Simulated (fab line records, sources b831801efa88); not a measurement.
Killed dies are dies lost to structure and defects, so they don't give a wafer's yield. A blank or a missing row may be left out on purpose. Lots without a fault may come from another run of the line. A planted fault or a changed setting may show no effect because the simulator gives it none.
Which tool did it? | flow sky130 | 14 lots, 42 wafers sampled, at 2 steps of a route of 708

WHAT THE GAUGES READ, wafer by wafer
The record holds no reading of a measuring or inspecting step that can be judged against a usual standard deviation.

WHICH TOOL RAN EACH LOT (tool, then ch and the chambers of the sampled wafers, then the start)
lot  | SKY_RES_XHIGH_COAT_02             | SKY_RES_XHIGH_STRIP_08
L973 | litho_track-01 ch 0, day 26 17:11 | plasma_asher-03 ch 0,1, day 27 07:55
L974 | litho_track-03 ch 0, day 26 23:55 | plasma_asher-02 ch 0,1, day 27 15:28
L975 | litho_track-01 ch 0, day 27 11:47 | plasma_asher-02 ch 0,1, day 28 01:58
L977 | litho_track-01 ch 0, day 28 00:41 | plasma_asher-01 ch 0,1, day 28 15:14
L976 | litho_track-01 ch 0, day 28 03:38 | plasma_asher-01 ch 0,1, day 28 19:08
L979 | litho_track-01 ch 0, day 28 18:37 | plasma_asher-01 ch 0,1, day 29 08:53
L981 | litho_track-03 ch 0, day 29 10:07 | plasma_asher-03 ch 0,1, day 30 01:13
L984 | litho_track-03 ch 0, day 30 09:49 | plasma_asher-02 ch 0,1, day 30 23:25
L986 | litho_track-03 ch 0, day 31 02:14 | plasma_asher-01 ch 0,1, day 31 16:55
L985 | litho_track-03 ch 0, day 31 04:19 | plasma_asher-02 ch 0,1, day 31 19:04
L994 | litho_track-03 ch 0, day 33 17:13 | plasma_asher-03 ch 0,1, day 34 07:16
L993 | litho_track-03 ch 0, day 33 22:01 | plasma_asher-01 ch 0,1, day 34 11:49
L995 | litho_track-02 ch 0, day 33 22:44 | plasma_asher-01 ch 0,1, day 34 12:47
L996 | litho_track-01 ch 0, day 34 08:23 | plasma_asher-02 ch 0,1, day 34 22:31
- SKY_RES_XHIGH_COAT_02: resist thk 1140 nm.
- SKY_RES_XHIGH_STRIP_08: strips in O2/N2.

WHAT THE TOOLS THEMSELVES READ (means of the sampled wafers that have a number; where no wafer has one, the mark that the record gives instead)
SKY_RES_XHIGH_COAT_02. Usual: exhaust_pa 45.1 Pa, standard deviation 0.84; spin_speed_rpm 3000.5 rpm, standard deviation 2.2.
lot  | tool           | exhaust_pa (Pa) | spin_speed_rpm (rpm) | flag
L973 | litho_track-01 | 45.0            | 3000.2               |
L974 | litho_track-03 | 45.2            | 3001.0               |
L975 | litho_track-01 | 43.7            | 2998.5               |
L977 | litho_track-01 | 45.8            | 3001.6               |
L976 | litho_track-01 | 44.6            | 2999.2               |
L979 | litho_track-01 | 45.3            | 2997.4               |
L981 | litho_track-03 | 45.2            | 3003.4               |
L984 | litho_track-03 | 44.4            | 3002.0               |
L986 | litho_track-03 | 45.8            | 2799.3               | OFF
L985 | litho_track-03 | 45.3            | 2798.7               | OFF
L994 | litho_track-03 | 45.1            | 2999.4               |
L993 | litho_track-03 | 44.7            | 3000.4               |
L995 | litho_track-02 | 45.0            | 2999.9               |
L996 | litho_track-01 | 44.7            | 2999.8               |

SKY_RES_XHIGH_STRIP_08. Usual: drypump_motor_current_A 5.7 A, standard deviation 0.41; oes_product_au 0.711 a.u., standard deviation 0.0045; strip_time_to_endpoint_s 14.27 s, standard deviation 0.034.
lot  | tool            | drypump_motor_current_A (A) | oes_product_au (a.u.) | strip_time_to_endpoint_s (s) | flag
L973 | plasma_asher-03 | 5.7                         | 0.712                 | 14.25                        |
L974 | plasma_asher-02 | 5.6                         | 0.707                 | 14.29                        |
L975 | plasma_asher-02 | 5.3                         | 0.710                 | 14.31                        |
L977 | plasma_asher-01 | 5.9                         | 0.707                 | 14.31                        |
L976 | plasma_asher-01 | 5.9                         | 0.710                 | 14.26                        |
L979 | plasma_asher-01 | 5.7                         | 0.710                 | 14.28                        |
L981 | plasma_asher-03 | 5.8                         | 0.713                 | 14.21                        |
L984 | plasma_asher-02 | 5.6                         | 0.709                 | 14.29                        |
L986 | plasma_asher-01 | 5.9                         | 0.711                 | 14.68                        | OFF
L985 | plasma_asher-02 | 5.3                         | 0.711                 | 14.67                        | OFF
L994 | plasma_asher-03 | 5.8                         | 0.710                 | 14.30                        |
L993 | plasma_asher-01 | 5.7                         | 0.710                 | 14.22                        |
L995 | plasma_asher-01 | 5.9                         | 0.709                 | 14.28                        |
L996 | plasma_asher-02 | 5.6                         | 0.708                 | 14.29                        |

THE ANSWER, worked out from the rows above alone
Rule: a lot is off if the mean of its wafers that have a number lies more than 3 standard deviations from the usual mean. A lot without any number at a reading at which 4 lots or more have one is off too. The other lots that the step has rows for count as sound. The gauges are gone through in route order, then the tools' own readings, and for those a lot's mean is taken as printed above. The first step at which some lot is off is used, and at that step the reading that is off furthest; a lot without a number counts as furthest.
Off: L986, L985, at SKY_RES_XHIGH_COAT_02 (spin_speed_rpm).
A tool fits if, at that step or a process step before it, it ran every lot that is off, and no sound lot after the first of them. None of those tried fits.

WHAT THE SIMULATOR HAD PUT IN
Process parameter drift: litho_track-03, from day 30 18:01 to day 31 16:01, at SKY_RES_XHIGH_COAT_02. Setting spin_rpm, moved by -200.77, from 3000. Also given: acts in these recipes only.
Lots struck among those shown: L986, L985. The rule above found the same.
